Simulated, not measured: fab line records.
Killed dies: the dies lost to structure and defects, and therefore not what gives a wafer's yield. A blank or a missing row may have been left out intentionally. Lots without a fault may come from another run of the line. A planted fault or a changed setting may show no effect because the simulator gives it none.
Which tool is to blame? :: flow sky130 :: 24 lots with 72 wafers sampled at 6 steps, on a route of 708 steps

## WHAT EACH GAUGE READ, for each wafer
SKY_CONTACT_RS_MEAS_25: a four-point-probe measurement. Usual: CONTACT_W_RS gives 0.340 ohm/sq (standard deviation 0.0039).
lot: L074
measured: day 31 17:12
on: filmMetro-04
CONTACT_W_RS (ohm/sq): 0.342 0.341 0.341
flag: 

lot: L075
measured: day 31 22:22
on: filmMetro-04
CONTACT_W_RS (ohm/sq): 0.342 0.341 0.343
flag: 

lot: L076
measured: day 32 14:26
on: filmMetro-04
CONTACT_W_RS (ohm/sq): 0.339 0.343 0.337
flag: 

lot: L077
measured: day 32 14:04
on: filmMetro-01
CONTACT_W_RS (ohm/sq): 0.344 0.349 0.341
flag: 

lot: L078
measured: day 33 08:19
on: filmMetro-01
CONTACT_W_RS (ohm/sq): 0.343 0.340 0.341
flag: 

lot: L079
measured: day 34 02:25
on: filmMetro-01
CONTACT_W_RS (ohm/sq): 0.340 0.343 0.343
flag: 

lot: L081
measured: day 34 05:43
on: filmMetro-01
CONTACT_W_RS (ohm/sq): 0.343 0.338 0.342
flag: 

lot: L080
measured: day 34 05:04
on: filmMetro-02
CONTACT_W_RS (ohm/sq): 0.341 0.337 0.338
flag: 

lot: L082
measured: day 34 15:25
on: filmMetro-04
CONTACT_W_RS (ohm/sq): 0.336 0.335 0.342
flag: 

lot: L083
measured: day 34 21:02
on: filmMetro-01
CONTACT_W_RS (ohm/sq): 0.338 0.341 0.341
flag: 

lot: L084
measured: day 35 01:59
on: filmMetro-01
CONTACT_W_RS (ohm/sq): 0.339 0.343 0.335
flag: 

lot: L085
measured: day 35 18:24
on: filmMetro-04
CONTACT_W_RS (ohm/sq): 0.333 0.330 0.335
flag: 

lot: L087
measured: day 36 09:29
on: filmMetro-02
CONTACT_W_RS (ohm/sq): 0.342 0.337 0.342
flag: 

lot: L086
measured: day 36 11:32
on: filmMetro-04
CONTACT_W_RS (ohm/sq): 0.333 0.340 0.342
flag: 

lot: L088
measured: day 36 16:14
on: filmMetro-04
CONTACT_W_RS (ohm/sq): 0.346 0.341 0.345
flag: 

lot: L089
measured: day 37 11:36
on: filmMetro-02
CONTACT_W_RS (ohm/sq): 0.345 0.337 0.342
flag: 

lot: L090
measured: day 37 10:43
on: filmMetro-02
CONTACT_W_RS (ohm/sq): 0.336 0.341 0.336
flag: 

lot: L091
measured: day 37 13:39
on: filmMetro-02
CONTACT_W_RS (ohm/sq): 0.331 0.339 0.333
flag: 

lot: L093
measured: day 37 17:19
on: filmMetro-04
CONTACT_W_RS (ohm/sq): 0.339 0.342 0.340
flag: 

lot: L092
measured: day 37 18:10
on: filmMetro-02
CONTACT_W_RS (ohm/sq): 0.340 0.343 0.343
flag: 

lot: L094
measured: day 37 21:29
on: filmMetro-04
CONTACT_W_RS (ohm/sq): 0.339 0.333 0.339
flag: 

lot: L095
measured: day 38 16:27
on: filmMetro-02
CONTACT_W_RS (ohm/sq): 0.341 0.345 0.339
flag: 

lot: L096
measured: day 38 16:08
on: filmMetro-04
CONTACT_W_RS (ohm/sq): 0.346 0.338 0.338
flag: 

lot: L097
measured: day 38 20:41
on: filmMetro-02
CONTACT_W_RS (ohm/sq): 0.348 0.340 0.346
flag: 

SKY_VIA1_OVL_MEAS_13. Usual: VIA1_OVL gives 4 nm (standard deviation 5.5).
lot: L074
measured: day 34 00:26
on: overlay-02
VIA1_OVL (nm): 9 2 5
flag: 

lot: L075
measured: day 34 05:41
on: overlay-02
VIA1_OVL (nm): 9 1 4
flag: 

lot: L076
measured: day 34 22:08
on: overlay-02
VIA1_OVL (nm): 1 5 -9
flag: 

lot: L077
measured: day 34 21:47
on: overlay-01
VIA1_OVL (nm): 13 -2 11
flag: 

lot: L078
measured: day 35 15:35
on: overlay-01
VIA1_OVL (nm): 5 10 3
flag: 

lot: L079
measured: day 36 10:44
on: overlay-02
VIA1_OVL (nm): -4 3 2
flag: 

lot: L081
measured: day 36 11:50
on: overlay-02
VIA1_OVL (nm): 7 2 3
flag: 

lot: L080
measured: day 36 11:42
on: overlay-01
VIA1_OVL (nm): 6 8 1
flag: 

lot: L082
measured: day 36 18:14
on: overlay-01
VIA1_OVL (nm): 7 -2 -2
flag: 

lot: L083
measured: day 37 10:17
on: overlay-02
VIA1_OVL (nm): 10 15 1
flag: 

lot: L084
measured: day 37 12:53
on: overlay-02
VIA1_OVL (nm): 9 8 6
flag: 

lot: L085
measured: day 37 20:02
on: overlay-01
VIA1_OVL (nm): -2 4 12
flag: 

lot: L087
measured: day 38 14:59
on: overlay-02
VIA1_OVL (nm): 15 15 7
flag: 

lot: L086
measured: day 38 17:17
on: overlay-01
VIA1_OVL (nm): 5 4 10
flag: 

lot: L088
measured: day 38 21:12
on: overlay-01
VIA1_OVL (nm): 14 15 15
flag: 

lot: L089
measured: day 39 16:07
on: overlay-01
VIA1_OVL (nm): 3 -4 0
flag: 

lot: L090
measured: day 39 15:20
on: overlay-02
VIA1_OVL (nm): 1 1 2
flag: 

lot: L091
measured: day 39 18:08
on: overlay-01
VIA1_OVL (nm): 1 4 10
flag: 

lot: L093
measured: day 39 22:18
on: overlay-01
VIA1_OVL (nm): 0 -2 -1
flag: 

lot: L092
measured: day 39 22:46
on: overlay-02
VIA1_OVL (nm): 2 0 10
flag: 

lot: L094
measured: day 40 03:29
on: overlay-01
VIA1_OVL (nm): 9 2 -1
flag: 

lot: L095
measured: day 40 19:11
on: overlay-02
VIA1_OVL (nm): 3 9 3
flag: 

lot: L096
measured: day 40 18:38
on: overlay-02
VIA1_OVL (nm): 0 0 -6
flag: 

lot: L097
measured: day 41 00:47
on: overlay-01
VIA1_OVL (nm): -2 -1 -4
flag: 

SKY_METAL4_OVL_MEAS_14. Usual: METAL4_OVL gives 1 nm (standard deviation 6.7).
lot: L074
measured: day 41 20:35
on: overlay-01
METAL4_OVL (nm): 11 13 17
flag: 

lot: L075
measured: day 42 00:15
on: overlay-02
METAL4_OVL (nm): 1 -9 6
flag: 

lot: L076
measured: day 42 19:44
on: overlay-01
METAL4_OVL (nm): -4 -3 1
flag: 

lot: L077
measured: day 42 18:46
on: overlay-01
METAL4_OVL (nm): -2 -6 -2
flag: 

lot: L078
measured: day 43 04:02
on: overlay-01
METAL4_OVL (nm): 6 10 12
flag: 

lot: L079
measured: day 43 23:31
on: overlay-01
METAL4_OVL (nm): -2 1 0
flag: 

lot: L081
measured: day 43 23:58
on: overlay-01
METAL4_OVL (nm): -4 -5 -7
flag: 

lot: L080
measured: day 43 23:12
on: overlay-01
METAL4_OVL (nm): -5 11 0
flag: 

lot: L082
measured: day 44 06:37
on: overlay-02
METAL4_OVL (nm): 2 -1 13
flag: 

lot: L083
measured: day 44 18:05
on: overlay-01
METAL4_OVL (nm): 0 -4 -5
flag: 

lot: L084
measured: day 44 21:59
on: overlay-02
METAL4_OVL (nm): 14 7 15
flag: 

lot: L085
measured: day 45 05:29
on: overlay-02
METAL4_OVL (nm): -9 -5 -13
flag: 

lot: L087
measured: day 45 18:53
on: overlay-01
METAL4_OVL (nm): 2 -9 -2
flag: 

lot: L086
measured: day 45 21:45
on: overlay-02
METAL4_OVL (nm): -15 -12 -6
flag: 

lot: L088
measured: day 45 23:43
on: overlay-02
METAL4_OVL (nm): 6 -5 12
flag: 

lot: L089
measured: day 46 18:08
on: overlay-02
METAL4_OVL (nm): 2 -4 11
flag: 

lot: L090
measured: day 46 16:51
on: overlay-01
METAL4_OVL (nm): 4 11 10
flag: 

lot: L091
measured: day 46 18:29
on: overlay-02
METAL4_OVL (nm): 1 9 1
flag: 

lot: L093
measured: day 46 23:08
on: overlay-01
METAL4_OVL (nm): -7 -2 10
flag: 

lot: L092
measured: day 46 23:47
on: overlay-02
METAL4_OVL (nm): 2 11 2
flag: 

lot: L094
measured: day 47 01:47
on: overlay-01
METAL4_OVL (nm): 1 -5 -1
flag: 

lot: L095
measured: day 47 15:51
on: overlay-01
METAL4_OVL (nm): -6 6 -8
flag: 

lot: L096
measured: day 47 14:59
on: overlay-02
METAL4_OVL (nm): 4 7 2
flag: 

lot: L097
measured: day 47 19:16
on: overlay-02
METAL4_OVL (nm): 4 -6 9
flag: 

SKY_PAD_OPEN_BOW_MEAS_13. Usual: PAD_OPEN_BOW gives 47 um (standard deviation 9).
lot: L074
measured: day 45 20:02
on: filmMetro-02
PAD_OPEN_BOW (um): 48 48 52
flag: 

lot: L075
measured: day 45 22:53
on: filmMetro-02
PAD_OPEN_BOW (um): 53 48 56
flag: 

lot: L076
measured: day 46 17:02
on: filmMetro-04
PAD_OPEN_BOW (um): 51 37 40
flag: 

lot: L077
measured: day 46 14:13
on: filmMetro-02
PAD_OPEN_BOW (um): 30 40 44
flag: 

lot: L078
measured: day 47 00:33
on: filmMetro-04
PAD_OPEN_BOW (um): 49 55 51
flag: 

lot: L079
measured: day 47 18:16
on: filmMetro-02
PAD_OPEN_BOW (um): 48 54 53
flag: 

lot: L081
measured: day 47 19:47
on: filmMetro-02
PAD_OPEN_BOW (um): 57 44 45
flag: 

lot: L080
measured: day 47 18:17
on: filmMetro-03
PAD_OPEN_BOW (um): 30 56 59
flag: 

lot: L082
measured: day 48 01:31
on: filmMetro-03
PAD_OPEN_BOW (um): 38 33 44
flag: 

lot: L083
measured: day 48 08:25
on: filmMetro-02
PAD_OPEN_BOW (um): 46 50 44
flag: 

lot: L084
measured: day 48 14:08
on: filmMetro-02
PAD_OPEN_BOW (um): 43 41 45
flag: 

lot: L085
measured: day 48 19:53
on: filmMetro-02
PAD_OPEN_BOW (um): 53 60 61
flag: 

lot: L087
measured: day 49 07:07
on: filmMetro-02
PAD_OPEN_BOW (um): 25 39 30
flag: 

lot: L086
measured: day 49 11:22
on: filmMetro-02
PAD_OPEN_BOW (um): 42 43 34
flag: 

lot: L088
measured: day 49 12:40
on: filmMetro-04
PAD_OPEN_BOW (um): 46 41 50
flag: 

lot: L089
measured: day 50 02:46
on: filmMetro-04
PAD_OPEN_BOW (um): 51 65 52
flag: 

lot: L090
measured: day 50 02:08
on: filmMetro-02
PAD_OPEN_BOW (um): 32 42 48
flag: 

lot: L091
measured: day 50 03:37
on: filmMetro-02
PAD_OPEN_BOW (um): 42 55 51
flag: 

lot: L093
measured: day 50 07:28
on: filmMetro-02
PAD_OPEN_BOW (um): 74 61 53
flag: 

lot: L092
measured: day 50 09:59
on: filmMetro-02
PAD_OPEN_BOW (um): 42 54 47
flag: 

lot: L094
measured: day 50 10:23
on: filmMetro-03
PAD_OPEN_BOW (um): 65 55 59
flag: 

lot: L095
measured: day 50 20:31
on: filmMetro-02
PAD_OPEN_BOW (um): 43 53 52
flag: 

lot: L096
measured: day 50 19:35
on: filmMetro-03
PAD_OPEN_BOW (um): 50 51 43
flag: 

lot: L097
measured: day 50 23:59
on: filmMetro-04
PAD_OPEN_BOW (um): 42 46 46
flag: 

## WHAT TOOL EACH LOT RAN ON (gives the tool, then ch and the chambers of the sampled wafers, and finally the start)
lot: L074
SKY_NWELL_STRIP_25: plasmaAsher-01 ch 0,1, day 5 08:18
SKY_METAL4_SPUTTER_00: pvdSputter-01, day 39 19:49

lot: L075
SKY_NWELL_STRIP_25: plasmaAsher-04 ch 0,1, day 5 15:52
SKY_METAL4_SPUTTER_00: pvdSputter-04, day 39 22:31

lot: L076
SKY_NWELL_STRIP_25: plasmaAsher-03 ch 0,1, day 5 19:07
SKY_METAL4_SPUTTER_00: pvdSputter-03, day 40 19:33

lot: L077
SKY_NWELL_STRIP_25: plasmaAsher-04 ch 0,1, day 6 00:00
SKY_METAL4_SPUTTER_00: pvdSputter-01, day 40 19:15

lot: L078
SKY_NWELL_STRIP_25: plasmaAsher-04 ch 0,1, day 6 09:27
SKY_METAL4_SPUTTER_00: pvdSputter-03, day 41 05:01

lot: L079
SKY_NWELL_STRIP_25: plasmaAsher-04 ch 0,1, day 7 01:45
SKY_METAL4_SPUTTER_00: pvdSputter-03, day 41 23:57

lot: L081
SKY_NWELL_STRIP_25: plasmaAsher-03 ch 0,1, day 7 05:17
SKY_METAL4_SPUTTER_00: pvdSputter-04, day 42 01:19

lot: L080
SKY_NWELL_STRIP_25: plasmaAsher-04 ch 0,1, day 7 05:38
SKY_METAL4_SPUTTER_00: pvdSputter-01, day 42 00:48

lot: L082
SKY_NWELL_STRIP_25: plasmaAsher-04 ch 0,1, day 7 08:09
SKY_METAL4_SPUTTER_00: pvdSputter-04, day 42 09:08

lot: L083
SKY_NWELL_STRIP_25: plasmaAsher-04 ch 0,1, day 7 13:40
SKY_METAL4_SPUTTER_00: pvdSputter-01, day 42 20:32

lot: L084
SKY_NWELL_STRIP_25: plasmaAsher-01 ch 0,1, day 7 21:15
SKY_METAL4_SPUTTER_00: pvdSputter-01, day 43 00:32

lot: L085
SKY_NWELL_STRIP_25: plasmaAsher-03 ch 0,1, day 8 09:54
SKY_METAL4_SPUTTER_00: pvdSputter-04, day 43 08:43

lot: L087
SKY_NWELL_STRIP_25: plasmaAsher-04 ch 0,1, day 8 19:39
SKY_METAL4_SPUTTER_00: pvdSputter-03, day 43 23:28

lot: L086
SKY_NWELL_STRIP_25: plasmaAsher-01 ch 0,1, day 8 20:00
SKY_METAL4_SPUTTER_00: pvdSputter-04, day 44 01:24

lot: L088
SKY_NWELL_STRIP_25: plasmaAsher-04 ch 0, day 9 02:45
SKY_METAL4_SPUTTER_00: pvdSputter-01, day 44 04:02

lot: L089
SKY_NWELL_STRIP_25: plasmaAsher-04 ch 0,1, day 9 09:45
SKY_METAL4_SPUTTER_00: pvdSputter-03, day 44 22:37

lot: L090
SKY_NWELL_STRIP_25: plasmaAsher-03 ch 0,1, day 9 13:16
SKY_METAL4_SPUTTER_00: pvdSputter-03, day 44 21:28

lot: L091
SKY_NWELL_STRIP_25: plasmaAsher-03 ch 0,1, day 9 17:18
SKY_METAL4_SPUTTER_00: pvdSputter-01, day 44 23:11

lot: L093
SKY_NWELL_STRIP_25: plasmaAsher-01 ch 0,1, day 10 02:50
SKY_METAL4_SPUTTER_00: pvdSputter-04, day 45 03:41

lot: L092
SKY_NWELL_STRIP_25: plasmaAsher-04 ch 0,1, day 10 04:51
SKY_METAL4_SPUTTER_00: pvdSputter-01, day 45 04:17

lot: L094
SKY_NWELL_STRIP_25: plasmaAsher-01 ch 0,1, day 10 10:24
SKY_METAL4_SPUTTER_00: pvdSputter-01, day 45 07:14

lot: L095
SKY_NWELL_STRIP_25: plasmaAsher-01 ch 0,1, day 10 17:25
SKY_METAL4_SPUTTER_00: pvdSputter-04, day 45 21:31

lot: L096
SKY_NWELL_STRIP_25: plasmaAsher-04 ch 0,1, day 10 20:35
SKY_METAL4_SPUTTER_00: pvdSputter-03, day 45 21:26

lot: L097
SKY_NWELL_STRIP_25: plasmaAsher-04 ch 0,1, day 11 02:43
SKY_METAL4_SPUTTER_00: pvdSputter-03, day 46 01:47
- SKY_NWELL_STRIP_25: strips in O2/N2.
- SKY_METAL4_SPUTTER_00: material Ti, target thk 15 nm, time 10 s.

## WHAT THE TOOLS THEMSELVES READ (means of the sampled wafers that have a number; where no wafer has one, the mark that the record gives instead)
SKY_NWELL_STRIP_25. Usual: drypumpMotorCurrentA 5.7 A, standard deviation 0.41; oesProductAu 0.723 a.u., standard deviation 0.0042; stripTimeToEndpointS 36.93 s, standard deviation 0.1.
lot: L074
tool: plasmaAsher-01
drypumpMotorCurrentA (A): 5.3
oesProductAu (a.u.): 0.726
stripTimeToEndpointS (s): 37.09
flag: 

lot: L075
tool: plasmaAsher-04
drypumpMotorCurrentA (A): 5.8
oesProductAu (a.u.): 0.717
stripTimeToEndpointS (s): 36.92
flag: 

lot: L076
tool: plasmaAsher-03
drypumpMotorCurrentA (A): 6.2
oesProductAu (a.u.): 0.721
stripTimeToEndpointS (s): 37.04
flag: 

lot: L077
tool: plasmaAsher-04
drypumpMotorCurrentA (A): 5.7
oesProductAu (a.u.): 0.721
stripTimeToEndpointS (s): 36.83
flag: 

lot: L078
tool: plasmaAsher-04
drypumpMotorCurrentA (A): 5.7
oesProductAu (a.u.): 0.723
stripTimeToEndpointS (s): 37.01
flag: 

lot: L079
tool: plasmaAsher-04
drypumpMotorCurrentA (A): 5.7
oesProductAu (a.u.): 0.722
stripTimeToEndpointS (s): 36.88
flag: 

lot: L081
tool: plasmaAsher-03
drypumpMotorCurrentA (A): 6.3
oesProductAu (a.u.): 0.723
stripTimeToEndpointS (s): 37.05
flag: 

lot: L080
tool: plasmaAsher-04
drypumpMotorCurrentA (A): 5.8
oesProductAu (a.u.): 0.727
stripTimeToEndpointS (s): 36.84
flag: 

lot: L082
tool: plasmaAsher-04
drypumpMotorCurrentA (A): 5.7
oesProductAu (a.u.): 0.722
stripTimeToEndpointS (s): 36.86
flag: 

lot: L083
tool: plasmaAsher-04
drypumpMotorCurrentA (A): 5.7
oesProductAu (a.u.): 0.724
stripTimeToEndpointS (s): 37.06
flag: 

lot: L084
tool: plasmaAsher-01
drypumpMotorCurrentA (A): 5.1
oesProductAu (a.u.): 0.720
stripTimeToEndpointS (s): 36.98
flag: 

lot: L085
tool: plasmaAsher-03
drypumpMotorCurrentA (A): 6.3
oesProductAu (a.u.): 0.725
stripTimeToEndpointS (s): 36.94
flag: 

lot: L087
tool: plasmaAsher-04
drypumpMotorCurrentA (A): 5.7
oesProductAu (a.u.): 0.726
stripTimeToEndpointS (s): 36.89
flag: 

lot: L086
tool: plasmaAsher-01
drypumpMotorCurrentA (A): 5.2
oesProductAu (a.u.): 0.724
stripTimeToEndpointS (s): 37.00
flag: 

lot: L088
tool: plasmaAsher-04
drypumpMotorCurrentA (A): 6.0
oesProductAu (a.u.): 0.724
stripTimeToEndpointS (s): 36.86
flag: 

lot: L089
tool: plasmaAsher-04
drypumpMotorCurrentA (A): 5.9
oesProductAu (a.u.): 0.720
stripTimeToEndpointS (s): 36.97
flag: 

lot: L090
tool: plasmaAsher-03
drypumpMotorCurrentA (A): 6.2
oesProductAu (a.u.): 0.722
stripTimeToEndpointS (s): 36.83
flag: 

lot: L091
tool: plasmaAsher-03
drypumpMotorCurrentA (A): 6.2
oesProductAu (a.u.): 0.722
stripTimeToEndpointS (s): 36.91
flag: 

lot: L093
tool: plasmaAsher-01
drypumpMotorCurrentA (A): 5.1
oesProductAu (a.u.): 0.721
stripTimeToEndpointS (s): 36.88
flag: 

lot: L092
tool: plasmaAsher-04
drypumpMotorCurrentA (A): 5.8
oesProductAu (a.u.): 0.726
stripTimeToEndpointS (s): 36.97
flag: 

lot: L094
tool: plasmaAsher-01
drypumpMotorCurrentA (A): 5.1
oesProductAu (a.u.): 0.723
stripTimeToEndpointS (s): 36.80
flag: 

lot: L095
tool: plasmaAsher-01
drypumpMotorCurrentA (A): 5.2
oesProductAu (a.u.): 0.724
stripTimeToEndpointS (s): 36.89
flag: 

lot: L096
tool: plasmaAsher-04
drypumpMotorCurrentA (A): 5.7
oesProductAu (a.u.): 0.722
stripTimeToEndpointS (s): 36.75
flag: 

lot: L097
tool: plasmaAsher-04
drypumpMotorCurrentA (A): 5.7
oesProductAu (a.u.): 0.723
stripTimeToEndpointS (s): 36.81
flag: 

SKY_METAL4_SPUTTER_00. Usual: throttleValvePct 29.7 %, standard deviation 1.2.
lot: L074
tool: pvdSputter-01
throttleValvePct (%): 30.6
flag: 

lot: L075
tool: pvdSputter-04
throttleValvePct (%): 29.5
flag: 

lot: L076
tool: pvdSputter-03
throttleValvePct (%): 29.6
flag: 

lot: L077
tool: pvdSputter-01
throttleValvePct (%): 30.3
flag: 

lot: L078
tool: pvdSputter-03
throttleValvePct (%): 29.3
flag: 

lot: L079
tool: pvdSputter-03
throttleValvePct (%): 29.4
flag: 

lot: L081
tool: pvdSputter-04
throttleValvePct (%): 30.2
flag: 

lot: L080
tool: pvdSputter-01
throttleValvePct (%): 29.7
flag: 

lot: L082
tool: pvdSputter-04
throttleValvePct (%): 29.7
flag: 

lot: L083
tool: pvdSputter-01
throttleValvePct (%): 29.6
flag: 

lot: L084
tool: pvdSputter-01
throttleValvePct (%): 31.2
flag: 

lot: L085
tool: pvdSputter-04
throttleValvePct (%): 29.5
flag: 

lot: L087
tool: pvdSputter-03
throttleValvePct (%): 29.4
flag: 

lot: L086
tool: pvdSputter-04
throttleValvePct (%): 31.0
flag: 

lot: L088
tool: pvdSputter-01
throttleValvePct (%): 30.4
flag: 

lot: L089
tool: pvdSputter-03
throttleValvePct (%): 28.9
flag: 

lot: L090
tool: pvdSputter-03
throttleValvePct (%): 28.7
flag: 

lot: L091
tool: pvdSputter-01
throttleValvePct (%): 30.7
flag: 

lot: L093
tool: pvdSputter-04
throttleValvePct (%): 30.3
flag: 

lot: L092
tool: pvdSputter-01
throttleValvePct (%): 30.4
flag: 

lot: L094
tool: pvdSputter-01
throttleValvePct (%): 29.6
flag: 

lot: L095
tool: pvdSputter-04
throttleValvePct (%): 30.3
flag: 

lot: L096
tool: pvdSputter-03
throttleValvePct (%): 29.5
flag: 

lot: L097
tool: pvdSputter-03
throttleValvePct (%): 29.4
flag: 

## THE ANSWER, worked out from the rows above alone
Rule: take the mean of a lot's wafers that have a number; if it is more than 3 standard deviations from the usual mean, the lot is off. Also off: a lot with no number at a reading for which 4 or more lots have one. The other lots that the step has rows for count as sound. The gauges are gone through in route order, then the tools' own readings, and for those a lot's mean is taken as printed above. The first step at which some lot is off is used, and at that step the reading that is off furthest; a lot without a number counts as furthest.
Nothing can be told from this: no lot is off at any reading shown.

## WHAT HAD BEEN PUT IN BY THE SIMULATOR
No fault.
